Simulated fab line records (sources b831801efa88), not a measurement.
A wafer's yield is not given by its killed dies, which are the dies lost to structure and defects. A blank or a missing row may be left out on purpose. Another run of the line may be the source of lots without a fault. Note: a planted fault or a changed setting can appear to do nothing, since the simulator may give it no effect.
Which of the tools did it? / flow gf180mcu / 6 lots with 18 wafers sampled at 2 steps, on a route of 602 steps

== WHAT EACH GAUGE READ, for each wafer ==
GF_POLY_GATE_CD_MEAS_10 targets a cd of 280 nm.
lot=L821; measured=day 9 22:49; on=cd sem-02; cd nm (nm)=280.3 279.4 279.5
lot=L823; measured=day 10 12:05; on=cd sem-02; cd nm (nm)=278.6 279.8 279.3
lot=L834; measured=day 13 21:14; on=cd sem-02; cd nm (nm)=279.4 278.9 279.1
lot=L836; measured=day 14 09:15; on=cd sem-02; cd nm (nm)=280.1 280.4 280.8
lot=L838; measured=day 14 19:43; on=cd sem-01; cd nm (nm)=277.1 277.0 278.5
lot=L840; measured=day 15 06:12; on=cd sem-01; cd nm (nm)=280.1 280.8 280.3

== EACH LOT AND THE TOOL THAT RAN IT (in order: tool; ch and the chambers of the sampled wafers; start) ==
lot=L821; GF_POLY_GATE_EXPOSE_07=krf scanner-02 ch 0, day 9 14:11
lot=L823; GF_POLY_GATE_EXPOSE_07=krf scanner-02 ch 0, day 10 03:32
lot=L834; GF_POLY_GATE_EXPOSE_07=krf scanner-01 ch 0, day 13 10:58
lot=L836; GF_POLY_GATE_EXPOSE_07=krf scanner-02 ch 0, day 13 23:33
lot=L838; GF_POLY_GATE_EXPOSE_07=krf scanner-02 ch 0, day 14 09:11
lot=L840; GF_POLY_GATE_EXPOSE_07=krf scanner-02 ch 0, day 14 20:13
- GF_POLY_GATE_EXPOSE_07: exposes mask Poly2, target cd 280 nm.

== THE ANSWER, worked out from the rows above alone ==
Rule: usual is defined by the lots themselves. The widest of any qualifying gaps counts: lots, ordered by their means at a reading, are off when they make up no more than a third of the lots, leave a main group of 4 or more, and stand apart from it by 3 or more times the standard deviation of that group's means. Not used: any main group whose means are identical at the precision the tables above print for the reading. A lot without any number at a reading at which 4 lots or more have one is off too. Where the step has rows for the other lots, those lots are counted as sound.
No lot is off at any reading shown: from this, nothing can be told.

== WHAT THE SIMULATOR HAD PUT IN ==
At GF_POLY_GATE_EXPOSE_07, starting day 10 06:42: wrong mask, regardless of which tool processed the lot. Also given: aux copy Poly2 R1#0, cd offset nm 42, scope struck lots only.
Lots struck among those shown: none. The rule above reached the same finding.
